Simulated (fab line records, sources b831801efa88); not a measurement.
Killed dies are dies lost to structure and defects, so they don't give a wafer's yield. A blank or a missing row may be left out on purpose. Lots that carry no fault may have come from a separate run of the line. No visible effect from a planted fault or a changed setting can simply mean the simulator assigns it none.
fab line records / flow gf180mcu
record: lots: 14 wafers: 42 lastDay: 35
route steps=602 shown V3@454 V4@487
lots untouched by any fault: they come from a run of this same line in which no faults occurred
startH: hours from the record's first day to the start of the lot's first wafer shown / waitH: hours since the lot's step before / " the same as in the row above / L1.1+2: several wafers, shown together as one row / - no value, or no start was given / * or withheld: withheld / < > ~ a bound
route shown NAME@n: names a module that has steps shown in the file, with the first one's number in the route / usual: mean/standard deviation of fault-free wafers / same: alike in all rows / chamber/n: place in a boat / sites: per-site readings / _std_site: the standard deviation of these / _edge_site: mean of outer sites minus mean of inner sites / radiusMm: for every site, how far away it sits from the centre of the wafer / mask NAME#n: copy n / behind: tool/chamber where the wafer was last shaped / hold: what put the lot on hold/how long, in hours/how the hold closed / device: transistor that didn't switch, given as n, p or np / end of line: the tests these same wafers got at the end of their route / where a step has no rows: the recipe by itself / killed: not the wafer's yield, but the dies lost to structure and defects at the first sort / map: a wafer's dies, x killed, . not, _ none there
set.NAME: the setting as run; set.NAME@STEP: as run at that earlier step / model.NAME: the simulator's own value behind a step, which no gauge read
steps of the route over a sample of lots; a table a step, a row a wafer
services: when a tool's chamber went out of use (startH, in hours from the record's first day, below 0 if earlier), for how many hours, and the reason
== steps ==
step: GF_V3_THK_MEAS_25
recipe: thkMeasGauge: xrf reads: W_of_V3_CVD_23
usual: V3_W_THK: 353/4.8
lot.wafer=L659.3 tool=filmMetro-01 chamber=- startH=520.05 waitH=0.1 V3_W_THK[nm]=351
lot.wafer=L659.4 tool=filmMetro-01 chamber=- startH=520.05 waitH=0.1 V3_W_THK[nm]=363
lot.wafer=L659.5 tool=filmMetro-01 chamber=- startH=520.05 waitH=0.1 V3_W_THK[nm]=361
lot.wafer=L662.1 tool=filmMetro-02 chamber=- startH=561.42 waitH=0.1 V3_W_THK[nm]=355
lot.wafer=L662.2 tool=filmMetro-02 chamber=- startH=561.42 waitH=0.1 V3_W_THK[nm]=350
lot.wafer=L662.4 tool=filmMetro-02 chamber=- startH=561.42 waitH=0.1 V3_W_THK[nm]=355
lot.wafer=L663.3 tool=filmMetro-02 chamber=- startH=562.97 waitH=0.1 V3_W_THK[nm]=357
lot.wafer=L663.4 tool=filmMetro-02 chamber=- startH=562.97 waitH=0.1 V3_W_THK[nm]=349
lot.wafer=L663.5 tool=filmMetro-02 chamber=- startH=562.97 waitH=0.1 V3_W_THK[nm]=355
lot.wafer=L666.1 tool=filmMetro-04 chamber=- startH=590.75 waitH=0.1 V3_W_THK[nm]=355
lot.wafer=L666.2 tool=filmMetro-04 chamber=- startH=590.75 waitH=0.1 V3_W_THK[nm]=358
lot.wafer=L666.6 tool=filmMetro-04 chamber=- startH=590.75 waitH=0.1 V3_W_THK[nm]=349
lot.wafer=L667.1 tool=filmMetro-04 chamber=- startH=598.42 waitH=0.1 V3_W_THK[nm]=346
lot.wafer=L667.3 tool=filmMetro-04 chamber=- startH=598.42 waitH=0.1 V3_W_THK[nm]=357
lot.wafer=L667.5 tool=filmMetro-04 chamber=- startH=598.42 waitH=0.1 V3_W_THK[nm]=352
lot.wafer=L669.1 tool=filmMetro-02 chamber=- startH=613.11 waitH=0.1 V3_W_THK[nm]=354
lot.wafer=L669.2 tool=filmMetro-02 chamber=- startH=613.11 waitH=0.1 V3_W_THK[nm]=350
lot.wafer=L669.3 tool=filmMetro-02 chamber=- startH=613.11 waitH=0.1 V3_W_THK[nm]=350
lot.wafer=L670.1 tool=filmMetro-02 chamber=- startH=618.46 waitH=0.1 V3_W_THK[nm]=352
lot.wafer=L670.4 tool=filmMetro-02 chamber=- startH=618.46 waitH=0.1 V3_W_THK[nm]=347
lot.wafer=L670.6 tool=filmMetro-02 chamber=- startH=618.46 waitH=0.1 V3_W_THK[nm]=344
lot.wafer=L673.3 tool=filmMetro-04 chamber=- startH=637.72 waitH=0.1 V3_W_THK[nm]=361
lot.wafer=L673.4 tool=filmMetro-04 chamber=- startH=637.72 waitH=0.1 V3_W_THK[nm]=353
lot.wafer=L673.5 tool=filmMetro-04 chamber=- startH=637.72 waitH=0.1 V3_W_THK[nm]=350
lot.wafer=L677.1 tool=filmMetro-02 chamber=- startH=670.49 waitH=0.1 V3_W_THK[nm]=348
lot.wafer=L677.5 tool=filmMetro-02 chamber=- startH=670.49 waitH=0.1 V3_W_THK[nm]=345
lot.wafer=L677.6 tool=filmMetro-02 chamber=- startH=670.49 waitH=0.1 V3_W_THK[nm]=349
lot.wafer=L678.1 tool=filmMetro-04 chamber=- startH=673.15 waitH=0.1 V3_W_THK[nm]=354
lot.wafer=L678.2 tool=filmMetro-04 chamber=- startH=673.15 waitH=0.1 V3_W_THK[nm]=355
lot.wafer=L678.5 tool=filmMetro-04 chamber=- startH=673.15 waitH=0.1 V3_W_THK[nm]=356
lot.wafer=L679.1 tool=filmMetro-04 chamber=- startH=684.35 waitH=0.1 V3_W_THK[nm]=355
lot.wafer=L679.2 tool=filmMetro-04 chamber=- startH=684.35 waitH=0.1 V3_W_THK[nm]=351
lot.wafer=L679.4 tool=filmMetro-04 chamber=- startH=684.35 waitH=0.1 V3_W_THK[nm]=357
lot.wafer=L680.3 tool=filmMetro-01 chamber=- startH=689.42 waitH=0.1 V3_W_THK[nm]=352
lot.wafer=L680.4 tool=filmMetro-01 chamber=- startH=689.42 waitH=0.1 V3_W_THK[nm]=345
lot.wafer=L680.6 tool=filmMetro-01 chamber=- startH=689.42 waitH=0.1 V3_W_THK[nm]=350
lot.wafer=L681.1 tool=filmMetro-04 chamber=- startH=701.52 waitH=0.1 V3_W_THK[nm]=359
lot.wafer=L681.4 tool=filmMetro-04 chamber=- startH=701.52 waitH=0.1 V3_W_THK[nm]=357
lot.wafer=L681.5 tool=filmMetro-04 chamber=- startH=701.52 waitH=0.1 V3_W_THK[nm]=356
lot.wafer=L682.2 tool=filmMetro-02 chamber=- startH=707.67 waitH=0.1 V3_W_THK[nm]=356
lot.wafer=L682.4 tool=filmMetro-02 chamber=- startH=707.67 waitH=0.1 V3_W_THK[nm]=354
lot.wafer=L682.6 tool=filmMetro-02 chamber=- startH=707.67 waitH=0.1 V3_W_THK[nm]=351
step: GF_V4_EXPOSE_11
recipe: maskId: Via4 targetCdNm: 260 na: 0.68 sourceShape: conventional sigmaOuter: 0.6 doseMj: 38
usual: exposureDoseMJCm2: 38.01/0.036 focusOffsetNm: 0.1/0.55
lot.wafer=L659.3 tool=krfScanner-02 chamber=0 startH=557.02 waitH=- mask=Via4#0 exposureDoseMJCm2=38.03 focusOffsetNm=-0.4
lot.wafer=L659.4 tool=krfScanner-02 chamber=0 startH=557.02 waitH=- mask=Via4#0 exposureDoseMJCm2=38.10 focusOffsetNm=0.0
lot.wafer=L659.5 tool=krfScanner-02 chamber=0 startH=557.02 waitH=- mask=Via4#0 exposureDoseMJCm2=38.00 focusOffsetNm=-0.7
lot.wafer=L662.1 tool=krfScanner-02 chamber=0 startH=596.30 waitH=- mask=Via4#0 exposureDoseMJCm2=38.00 focusOffsetNm=0.6
lot.wafer=L662.2 tool=krfScanner-02 chamber=0 startH=596.30 waitH=- mask=Via4#0 exposureDoseMJCm2=37.93 focusOffsetNm=-0.4
lot.wafer=L662.4 tool=krfScanner-02 chamber=0 startH=596.30 waitH=- mask=Via4#0 exposureDoseMJCm2=38.01 focusOffsetNm=1.4
lot.wafer=L663.3 tool=krfScanner-01 chamber=0 startH=598.42 waitH=- mask=Via4#0 exposureDoseMJCm2=38.10 focusOffsetNm=0.6
lot.wafer=L663.4 tool=krfScanner-01 chamber=0 startH=598.42 waitH=- mask=Via4#0 exposureDoseMJCm2=37.99 focusOffsetNm=0.4
lot.wafer=L663.5 tool=krfScanner-01 chamber=0 startH=598.42 waitH=- mask=Via4#0 exposureDoseMJCm2=37.99 focusOffsetNm=0.1
lot.wafer=L666.1 tool=krfScanner-02 chamber=0 startH=625.17 waitH=- mask=Via4#0 exposureDoseMJCm2=38.01 focusOffsetNm=0.2
lot.wafer=L666.2 tool=krfScanner-02 chamber=0 startH=625.17 waitH=- mask=Via4#0 exposureDoseMJCm2=38.02 focusOffsetNm=0.8
lot.wafer=L666.6 tool=krfScanner-02 chamber=0 startH=625.17 waitH=- mask=Via4#0 exposureDoseMJCm2=38.05 focusOffsetNm=0.3
lot.wafer=L667.1 tool=krfScanner-01 chamber=0 startH=632.77 waitH=- mask=Via4#0 exposureDoseMJCm2=38.00 focusOffsetNm=-0.1
lot.wafer=L667.3 tool=krfScanner-01 chamber=0 startH=632.77 waitH=- mask=Via4#0 exposureDoseMJCm2=38.04 focusOffsetNm=0.0
lot.wafer=L667.5 tool=krfScanner-01 chamber=0 startH=632.77 waitH=- mask=Via4#0 exposureDoseMJCm2=37.97 focusOffsetNm=-0.5
lot.wafer=L669.1 tool=krfScanner-02 chamber=0 startH=647.73 waitH=- mask=Via4#0 exposureDoseMJCm2=38.06 focusOffsetNm=1.2
lot.wafer=L669.2 tool=krfScanner-02 chamber=0 startH=647.73 waitH=- mask=Via4#0 exposureDoseMJCm2=38.07 focusOffsetNm=1.1
lot.wafer=L669.3 tool=krfScanner-02 chamber=0 startH=647.73 waitH=- mask=Via4#0 exposureDoseMJCm2=37.97 focusOffsetNm=0.1
lot.wafer=L670.1 tool=krfScanner-01 chamber=0 startH=653.16 waitH=- mask=Via4#0 exposureDoseMJCm2=38.00 focusOffsetNm=-0.1
lot.wafer=L670.4 tool=krfScanner-01 chamber=0 startH=653.16 waitH=- mask=Via4#0 exposureDoseMJCm2=37.99 focusOffsetNm=0.2
lot.wafer=L670.6 tool=krfScanner-01 chamber=0 startH=653.16 waitH=- mask=Via4#0 exposureDoseMJCm2=38.02 focusOffsetNm=-0.3
lot.wafer=L673.3 tool=krfScanner-01 chamber=0 startH=671.31 waitH=- mask=Via4#0 exposureDoseMJCm2=37.99 focusOffsetNm=-0.2
lot.wafer=L673.4 tool=krfScanner-01 chamber=0 startH=671.31 waitH=- mask=Via4#0 exposureDoseMJCm2=37.97 focusOffsetNm=-0.5
lot.wafer=L673.5 tool=krfScanner-01 chamber=0 startH=671.31 waitH=- mask=Via4#0 exposureDoseMJCm2=38.00 focusOffsetNm=0.4
lot.wafer=L677.1 tool=krfScanner-02 chamber=- startH=702.10 waitH=- mask=Via4#0 exposureDoseMJCm2=- focusOffsetNm=-
lot.wafer=L677.5 tool=krfScanner-02 chamber=- startH=702.10 waitH=- mask=Via4#0 exposureDoseMJCm2=- focusOffsetNm=-
lot.wafer=L677.6 tool=krfScanner-02 chamber=- startH=702.10 waitH=- mask=Via4#0 exposureDoseMJCm2=- focusOffsetNm=-
lot.wafer=L678.1 tool=krfScanner-01 chamber=- startH=704.53 waitH=- mask=Via4#0 exposureDoseMJCm2=- focusOffsetNm=-
lot.wafer=L678.2 tool=krfScanner-01 chamber=- startH=704.53 waitH=- mask=Via4#0 exposureDoseMJCm2=- focusOffsetNm=-
lot.wafer=L678.5 tool=krfScanner-01 chamber=- startH=704.53 waitH=- mask=Via4#0 exposureDoseMJCm2=- focusOffsetNm=-
lot.wafer=L679.1 tool=krfScanner-01 chamber=0 startH=715.40 waitH=- mask=Via4#0 exposureDoseMJCm2=38.06 focusOffsetNm=-0.6
lot.wafer=L679.2 tool=krfScanner-01 chamber=0 startH=715.40 waitH=- mask=Via4#0 exposureDoseMJCm2=38.01 focusOffsetNm=0.3
lot.wafer=L679.4 tool=krfScanner-01 chamber=0 startH=715.40 waitH=- mask=Via4#0 exposureDoseMJCm2=38.00 focusOffsetNm=0.1
lot.wafer=L680.3 tool=krfScanner-01 chamber=0 startH=720.24 waitH=- mask=Via4#0 exposureDoseMJCm2=37.98 focusOffsetNm=-0.4
lot.wafer=L680.4 tool=krfScanner-01 chamber=0 startH=720.24 waitH=- mask=Via4#0 exposureDoseMJCm2=38.05 focusOffsetNm=-1.1
lot.wafer=L680.6 tool=krfScanner-01 chamber=0 startH=720.24 waitH=- mask=Via4#0 exposureDoseMJCm2=38.04 focusOffsetNm=-0.7
lot.wafer=L681.1 tool=krfScanner-02 chamber=0 startH=732.31 waitH=- mask=Via4#0 exposureDoseMJCm2=38.02 focusOffsetNm=0.6
lot.wafer=L681.4 tool=krfScanner-02 chamber=0 startH=732.31 waitH=- mask=Via4#0 exposureDoseMJCm2=37.99 focusOffsetNm=0.1
lot.wafer=L681.5 tool=krfScanner-02 chamber=0 startH=732.31 waitH=- mask=Via4#0 exposureDoseMJCm2=37.99 focusOffsetNm=0.5
lot.wafer=L682.2 tool=krfScanner-01 chamber=0 startH=736.94 waitH=- mask=Via4#0 exposureDoseMJCm2=37.99 focusOffsetNm=1.3
lot.wafer=L682.4 tool=krfScanner-01 chamber=0 startH=736.94 waitH=- mask=Via4#0 exposureDoseMJCm2=37.98 focusOffsetNm=0.0
lot.wafer=L682.6 tool=krfScanner-01 chamber=0 startH=736.94 waitH=- mask=Via4#0 exposureDoseMJCm2=38.00 focusOffsetNm=0.5
step: GF_V4_CVD_23
recipe: material: W targetThkNm: 350 timeS: 104.9 tempC: 400 pressureTorr: 40
usual: heaterPowerW: 893/36 susceptorTempC: 400.00/0.26
lot.wafer=L659.3 tool=cvdW-01 chamber=0 startH=568.66 waitH=0.1 heaterPowerW=880 susceptorTempC=399.79
lot.wafer=L659.4 tool=cvdW-01 chamber=0 startH=568.66 waitH=0.1 heaterPowerW=914 susceptorTempC=399.72
lot.wafer=L659.5 tool=cvdW-01 chamber=0 startH=568.66 waitH=0.1 heaterPowerW=889 susceptorTempC=399.92
lot.wafer=L662.1 tool=cvdW-01 chamber=1 startH=607.77 waitH=0.0 heaterPowerW=942 susceptorTempC=400.38
lot.wafer=L662.2 tool=cvdW-01 chamber=0 startH=607.77 waitH=0.0 heaterPowerW=841 susceptorTempC=400.05
lot.wafer=L662.4 tool=cvdW-01 chamber=1 startH=607.77 waitH=0.0 heaterPowerW=940 susceptorTempC=400.43
lot.wafer=L663.3 tool=cvdW-02 chamber=0 startH=610.45 waitH=0.1 heaterPowerW=892 susceptorTempC=399.72
lot.wafer=L663.4 tool=cvdW-02 chamber=1 startH=610.45 waitH=0.1 heaterPowerW=846 susceptorTempC=400.09
lot.wafer=L663.5 tool=cvdW-02 chamber=0 startH=610.45 waitH=0.1 heaterPowerW=875 susceptorTempC=400.02
lot.wafer=L666.1 tool=cvdW-02 chamber=1 startH=636.22 waitH=0.0 heaterPowerW=857 susceptorTempC=399.93
lot.wafer=L666.2 tool=cvdW-02 chamber=0 startH=636.22 waitH=0.0 heaterPowerW=926 susceptorTempC=399.76
lot.wafer=L666.6 tool=cvdW-02 chamber=0 startH=636.22 waitH=0.0 heaterPowerW=899 susceptorTempC=399.66
lot.wafer=L667.1 tool=cvdW-01 chamber=0 startH=643.56 waitH=0.0 heaterPowerW=869 susceptorTempC=400.03
lot.wafer=L667.3 tool=cvdW-01 chamber=1 startH=643.56 waitH=0.0 heaterPowerW=950 susceptorTempC=400.05
lot.wafer=L667.5 tool=cvdW-01 chamber=1 startH=643.56 waitH=0.0 heaterPowerW=932 susceptorTempC=399.75
lot.wafer=L669.1 tool=cvdW-01 chamber=0 startH=659.44 waitH=0.0 heaterPowerW=879 susceptorTempC=400.49
lot.wafer=L669.2 tool=cvdW-01 chamber=1 startH=659.44 waitH=0.0 heaterPowerW=948 susceptorTempC=400.39
lot.wafer=L669.3 tool=cvdW-01 chamber=1 startH=659.44 waitH=0.0 heaterPowerW=973 susceptorTempC=399.99
lot.wafer=L670.1 tool=cvdW-02 chamber=1 startH=663.55 waitH=0.0 heaterPowerW=867 susceptorTempC=399.95
lot.wafer=L670.4 tool=cvdW-02 chamber=1 startH=663.55 waitH=0.0 heaterPowerW=843 susceptorTempC=399.71
lot.wafer=L670.6 tool=cvdW-02 chamber=0 startH=663.55 waitH=0.0 heaterPowerW=897 susceptorTempC=399.90
lot.wafer=L673.3 tool=cvdW-02 chamber=1 startH=682.04 waitH=0.1 heaterPowerW=865 susceptorTempC=399.75
lot.wafer=L673.4 tool=cvdW-02 chamber=0 startH=682.04 waitH=0.1 heaterPowerW=895 susceptorTempC=399.58
lot.wafer=L673.5 tool=cvdW-02 chamber=1 startH=682.04 waitH=0.1 heaterPowerW=873 susceptorTempC=399.76
lot.wafer=L677.1 tool=cvdW-02 chamber=0 startH=712.16 waitH=0.0 heaterPowerW=932 susceptorTempC=400.06
lot.wafer=L677.5 tool=cvdW-02 chamber=1 startH=712.16 waitH=0.0 heaterPowerW=855 susceptorTempC=399.98
lot.wafer=L677.6 tool=cvdW-02 chamber=0 startH=712.16 waitH=0.0 heaterPowerW=908 susceptorTempC=400.26
lot.wafer=L678.1 tool=cvdW-02 chamber=1 startH=714.36 waitH=0.0 heaterPowerW=847 susceptorTempC=399.67
lot.wafer=L678.2 tool=cvdW-02 chamber=0 startH=714.36 waitH=0.0 heaterPowerW=898 susceptorTempC=399.78
lot.wafer=L678.5 tool=cvdW-02 chamber=1 startH=714.36 waitH=0.0 heaterPowerW=872 susceptorTempC=400.18
lot.wafer=L679.1 tool=cvdW-02 chamber=1 startH=724.77 waitH=0.0 heaterPowerW=868 susceptorTempC=399.76
lot.wafer=L679.2 tool=cvdW-02 chamber=0 startH=724.77 waitH=0.0 heaterPowerW=906 susceptorTempC=400.25
lot.wafer=L679.4 tool=cvdW-02 chamber=1 startH=724.77 waitH=0.0 heaterPowerW=850 susceptorTempC=399.69
lot.wafer=L680.3 tool=cvdW-01 chamber=1 startH=730.09 waitH=0.1 heaterPowerW=980 susceptorTempC=400.38
lot.wafer=L680.4 tool=cvdW-01 chamber=0 startH=730.09 waitH=0.1 heaterPowerW=868 susceptorTempC=400.22
lot.wafer=L680.6 tool=cvdW-01 chamber=0 startH=730.09 waitH=0.1 heaterPowerW=870 susceptorTempC=400.33
lot.wafer=L681.1 tool=cvdW-02 chamber=1 startH=742.53 waitH=0.0 heaterPowerW=843 susceptorTempC=399.98
lot.wafer=L681.4 tool=cvdW-02 chamber=0 startH=742.53 waitH=0.0 heaterPowerW=912 susceptorTempC=400.06
lot.wafer=L681.5 tool=cvdW-02 chamber=0 startH=742.53 waitH=0.0 heaterPowerW=917 susceptorTempC=400.05
lot.wafer=L682.2 tool=cvdW-02 chamber=0 startH=746.53 waitH=0.0 heaterPowerW=890 susceptorTempC=400.24
lot.wafer=L682.4 tool=cvdW-02 chamber=0 startH=746.53 waitH=0.0 heaterPowerW=895 susceptorTempC=400.92
lot.wafer=L682.6 tool=cvdW-02 chamber=0 startH=746.53 waitH=0.0 heaterPowerW=916 susceptorTempC=400.43
step: GF_V4_CMP_26
recipe: stopOn: SiO2 downForcePsi: 3.5 platenRpm: 60 tOverpolishS: 15 targetThkNm: 0 padVelocityMS: 0.94248
usual: motorCurrentA: 10.4/0.83 overpolishRunS: 15.001/0.0089 platenRpm: 60.00/0.038 slurryFilterDpKPa: 13.48/0.13 timeToEndpointS: 86/4.5
lot.wafer=L659.3 tool=cmp-01 chamber=2 startH=569.04 waitH=0.1 motorCurrentA=10.1 overpolishRunS=15.003 platenRpm=59.96 slurryFilterDpKPa=13.48 timeToEndpointS=89
lot.wafer=L659.4 tool=cmp-01 chamber=0 startH=569.04 waitH=0.1 motorCurrentA=10.8 overpolishRunS=14.991 platenRpm=60.02 slurryFilterDpKPa=13.37 timeToEndpointS=90
lot.wafer=L659.5 tool=cmp-01 chamber=2 startH=569.04 waitH=0.1 motorCurrentA=10.2 overpolishRunS=14.992 platenRpm=60.01 slurryFilterDpKPa=13.34 timeToEndpointS=88
lot.wafer=L662.1 tool=cmp-02 chamber=0 startH=608.06 waitH=0.1 motorCurrentA=11.8 overpolishRunS=14.988 platenRpm=59.93 slurryFilterDpKPa=13.44 timeToEndpointS=90
lot.wafer=L662.4 tool=cmp-02 chamber=1 startH=608.06 waitH=0.1 motorCurrentA=10.2 overpolishRunS=14.973 platenRpm=59.98 slurryFilterDpKPa=13.35 timeToEndpointS=85
lot.wafer=L662.2 tool=cmp-02 chamber=3 startH=608.06 waitH=0.1 motorCurrentA=9.7 overpolishRunS=15.003 platenRpm=59.98 slurryFilterDpKPa=13.32 timeToEndpointS=91
lot.wafer=L663.4 tool=cmp-02 chamber=2 startH=610.70 waitH=0.0 motorCurrentA=10.6 overpolishRunS=14.999 platenRpm=59.98 slurryFilterDpKPa=13.37 timeToEndpointS=80
lot.wafer=L663.3 tool=cmp-02 chamber=0 startH=610.70 waitH=0.0 motorCurrentA=11.5 overpolishRunS=14.994 platenRpm=59.96 slurryFilterDpKPa=13.40 timeToEndpointS=86
lot.wafer=L663.5 tool=cmp-02 chamber=3 startH=610.70 waitH=0.0 motorCurrentA=9.9 overpolishRunS=15.018 platenRpm=60.03 slurryFilterDpKPa=13.51 timeToEndpointS=89
lot.wafer=L666.1 tool=cmp-01 chamber=0 startH=636.59 waitH=0.1 motorCurrentA=10.2 overpolishRunS=14.988 platenRpm=60.02 slurryFilterDpKPa=13.56 timeToEndpointS=93
lot.wafer=L666.2 tool=cmp-01 chamber=3 startH=636.59 waitH=0.1 motorCurrentA=10.5 overpolishRunS=14.996 platenRpm=60.01 slurryFilterDpKPa=13.51 timeToEndpointS=81
lot.wafer=L666.6 tool=cmp-01 chamber=1 startH=636.59 waitH=0.1 motorCurrentA=9.8 overpolishRunS=14.994 platenRpm=59.97 slurryFilterDpKPa=13.36 timeToEndpointS=88
lot.wafer=L667.1 tool=cmp-01 chamber=3 startH=643.91 waitH=0.1 motorCurrentA=10.6 overpolishRunS=15.009 platenRpm=60.03 slurryFilterDpKPa=13.27 timeToEndpointS=79
lot.wafer=L667.3 tool=cmp-01 chamber=1 startH=643.91 waitH=0.1 motorCurrentA=9.7 overpolishRunS=15.003 platenRpm=59.97 slurryFilterDpKPa=13.55 timeToEndpointS=80
lot.wafer=L667.5 tool=cmp-01 chamber=2 startH=643.91 waitH=0.1 motorCurrentA=9.7 overpolishRunS=15.015 platenRpm=60.04 slurryFilterDpKPa=13.32 timeToEndpointS=87
lot.wafer=L669.3 tool=cmp-01 chamber=0 startH=659.73 waitH=0.0 motorCurrentA=9.6 overpolishRunS=15.005 platenRpm=60.00 slurryFilterDpKPa=13.45 timeToEndpointS=91
lot.wafer=L669.1 tool=cmp-01 chamber=1 startH=659.73 waitH=0.0 motorCurrentA=9.6 overpolishRunS=15.004 platenRpm=60.03 slurryFilterDpKPa=13.60 timeToEndpointS=89
lot.wafer=L669.2 tool=cmp-01 chamber=2 startH=659.73 waitH=0.0 motorCurrentA=10.3 overpolishRunS=15.004 platenRpm=59.91 slurryFilterDpKPa=13.72 timeToEndpointS=88
lot.wafer=L670.4 tool=cmp-02 chamber=2 startH=663.89 waitH=0.1 motorCurrentA=10.6 overpolishRunS=15.019 platenRpm=60.03 slurryFilterDpKPa=13.50 timeToEndpointS=80
lot.wafer=L670.1 tool=cmp-02 chamber=0 startH=663.89 waitH=0.1 motorCurrentA=12.0 overpolishRunS=14.997 platenRpm=59.96 slurryFilterDpKPa=13.54 timeToEndpointS=87
lot.wafer=L670.6 tool=cmp-02 chamber=2 startH=663.89 waitH=0.1 motorCurrentA=10.5 overpolishRunS=15.004 platenRpm=59.88 slurryFilterDpKPa=13.47 timeToEndpointS=82
lot.wafer=L673.4 tool=cmp-02 chamber=3 startH=682.34 waitH=0.1 motorCurrentA=9.8 overpolishRunS=15.012 platenRpm=60.01 slurryFilterDpKPa=13.54 timeToEndpointS=91
lot.wafer=L673.3 tool=cmp-02 chamber=1 startH=682.34 waitH=0.1 motorCurrentA=10.5 overpolishRunS=14.996 platenRpm=59.99 slurryFilterDpKPa=13.51 timeToEndpointS=83
lot.wafer=L673.5 tool=cmp-02 chamber=2 startH=682.34 waitH=0.1 motorCurrentA=11.0 overpolishRunS=15.002 platenRpm=60.02 slurryFilterDpKPa=13.44 timeToEndpointS=84
lot.wafer=L677.1 tool=cmp-01 chamber=1 startH=712.51 waitH=0.1 motorCurrentA=9.3 overpolishRunS=15.006 platenRpm=60.05 slurryFilterDpKPa=13.60 timeToEndpointS=85
lot.wafer=L677.5 tool=cmp-01 chamber=0 startH=712.51 waitH=0.1 motorCurrentA=10.9 overpolishRunS=14.997 platenRpm=60.04 slurryFilterDpKPa=13.69 timeToEndpointS=95
lot.wafer=L677.6 tool=cmp-01 chamber=1 startH=712.51 waitH=0.1 motorCurrentA=9.2 overpolishRunS=15.000 platenRpm=59.91 slurryFilterDpKPa=13.41 timeToEndpointS=84
lot.wafer=L678.2 tool=cmp-02 chamber=2 startH=714.66 waitH=0.0 motorCurrentA=10.4 overpolishRunS=15.004 platenRpm=60.04 slurryFilterDpKPa=13.49 timeToEndpointS=86
lot.wafer=L678.1 tool=cmp-02 chamber=1 startH=714.66 waitH=0.0 motorCurrentA=10.5 overpolishRunS=15.009 platenRpm=60.02 slurryFilterDpKPa=13.54 timeToEndpointS=85
lot.wafer=L678.5 tool=cmp-02 chamber=2 startH=714.66 waitH=0.0 motorCurrentA=10.6 overpolishRunS=15.006 platenRpm=60.04 slurryFilterDpKPa=13.47 timeToEndpointS=87
lot.wafer=L679.4 tool=cmp-02 chamber=2 startH=725.75 waitH=0.7 motorCurrentA=10.8 overpolishRunS=15.016 platenRpm=59.93 slurryFilterDpKPa=13.34 timeToEndpointS=89
lot.wafer=L679.2 tool=cmp-02 chamber=3 startH=725.75 waitH=0.7 motorCurrentA=9.6 overpolishRunS=15.001 platenRpm=59.99 slurryFilterDpKPa=13.45 timeToEndpointS=93
lot.wafer=L679.1 tool=cmp-02 chamber=0 startH=725.75 waitH=0.7 motorCurrentA=11.9 overpolishRunS=15.007 platenRpm=59.97 slurryFilterDpKPa=13.51 timeToEndpointS=94
lot.wafer=L680.3 tool=cmp-02 chamber=0 startH=730.39 waitH=0.1 motorCurrentA=11.4 overpolishRunS=14.995 platenRpm=60.08 slurryFilterDpKPa=13.30 timeToEndpointS=94
lot.wafer=L680.4 tool=cmp-02 chamber=2 startH=730.39 waitH=0.1 motorCurrentA=10.8 overpolishRunS=14.997 platenRpm=59.95 slurryFilterDpKPa=13.31 timeToEndpointS=85
lot.wafer=L680.6 tool=cmp-02 chamber=3 startH=730.39 waitH=0.1 motorCurrentA=9.5 overpolishRunS=15.017 platenRpm=59.99 slurryFilterDpKPa=13.55 timeToEndpointS=89
lot.wafer=L681.1 tool=cmp-02 chamber=2 startH=742.92 waitH=0.1 motorCurrentA=10.9 overpolishRunS=15.019 platenRpm=60.04 slurryFilterDpKPa=13.21 timeToEndpointS=79
lot.wafer=L681.4 tool=cmp-02 chamber=3 startH=742.92 waitH=0.1 motorCurrentA=9.3 overpolishRunS=15.007 platenRpm=60.04 slurryFilterDpKPa=13.71 timeToEndpointS=90
lot.wafer=L681.5 tool=cmp-02 chamber=0 startH=742.92 waitH=0.1 motorCurrentA=11.8 overpolishRunS=15.012 platenRpm=60.02 slurryFilterDpKPa=13.43 timeToEndpointS=92
lot.wafer=L682.4 tool=cmp-02 chamber=0 startH=747.87 waitH=1.1 motorCurrentA=12.1 overpolishRunS=15.006 platenRpm=60.01 slurryFilterDpKPa=13.51 timeToEndpointS=88
lot.wafer=L682.2 tool=cmp-02 chamber=1 startH=747.87 waitH=1.1 motorCurrentA=10.4 overpolishRunS=14.998 platenRpm=60.03 slurryFilterDpKPa=13.58 timeToEndpointS=85
lot.wafer=L682.6 tool=cmp-02 chamber=1 startH=747.87 waitH=1.1 motorCurrentA=10.6 overpolishRunS=15.017 platenRpm=59.99 slurryFilterDpKPa=13.53 timeToEndpointS=82
== services ==
tool=cvdW-02 chamber=- startH=558.37 hours=2.8 kind=pm
tool=krfScanner-01 chamber=- startH=561.50 hours=0.8 kind=pm
tool=cmp-02 chamber=- startH=572.00 hours=4.0 kind=pm
tool=cmp-02 chamber=- startH=581.91 hours=1.5 kind=repair
tool=krfScanner-01 chamber=- startH=582.95 hours=11.6 kind=pm
tool=cmp-02 chamber=- startH=594.59 hours=0.9 kind=repair
tool=krfScanner-02 chamber=- startH=598.19 hours=0.6 kind=repair
tool=krfScanner-02 chamber=- startH=630.74 hours=4.0 kind=pm
tool=cmp-02 chamber=- startH=632.75 hours=9.7 kind=pm
tool=cvdW-02 chamber=- startH=633.20 hours=1.8 kind=repair
tool=krfScanner-01 chamber=- startH=634.76 hours=1.3 kind=pm
tool=krfScanner-02 chamber=- startH=650.24 hours=2.5 kind=repair
tool=cmp-02 chamber=- startH=651.59 hours=0.7 kind=repair
tool=krfScanner-02 chamber=- startH=667.97 hours=1.3 kind=pm
tool=krfScanner-02 chamber=- startH=678.80 hours=0.1 kind=repair
tool=krfScanner-01 chamber=- startH=679.06 hours=3.6 kind=pm
tool=krfScanner-02 chamber=- startH=683.04 hours=1.0 kind=pm
tool=cvdW-02 chamber=0 startH=685.19 hours=10.5 kind=repair
tool=krfScanner-02 chamber=- startH=697.29 hours=4.4 kind=pm
tool=krfScanner-01 chamber=- startH=701.67 hours=1.0 kind=pm
tool=cmp-02 chamber=- startH=709.71 hours=1.2 kind=repair
tool=cmp-02 chamber=- startH=715.00 hours=1.4 kind=repair
tool=krfScanner-01 chamber=- startH=723.73 hours=0.8 kind=pm
tool=cmp-02 chamber=- startH=745.61 hours=1.4 kind=repair
== key ==
firstSign: step: GF_V4_EXPOSE_11 reading: toolRecord direction: missing
effect none on later readings
metAt GF_V4_EXPOSE_11
struckLots L677,L678
laterRowsLeftOut L677.1,L677.5,L677.6,L678.1,L678.2,L678.5
sortLeftOut L677.1,L677.5,L677.6,L678.1,L678.2,L678.5
notActingAt GF_V3_THK_MEAS_25,GF_V4_CVD_23,GF_V4_CMP_26
onsetBetween 671.31 702.10
fault: kind: skippedStepWhole tool: krfScanner-01,krfScanner-02 chamber: - onsetH: 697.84 steps: GF_V4_EXPOSE_11 scope: struckLotsOnly
sortLeftOut: the simulated sort isn't trusted on such a fault, so these wafers' sort isn't shown, and their yield isn't known
laterRowsLeftOut: the simulator's readings of these wafers behind a module that went badly wrong aren't trusted and aren't shown, but for the sort
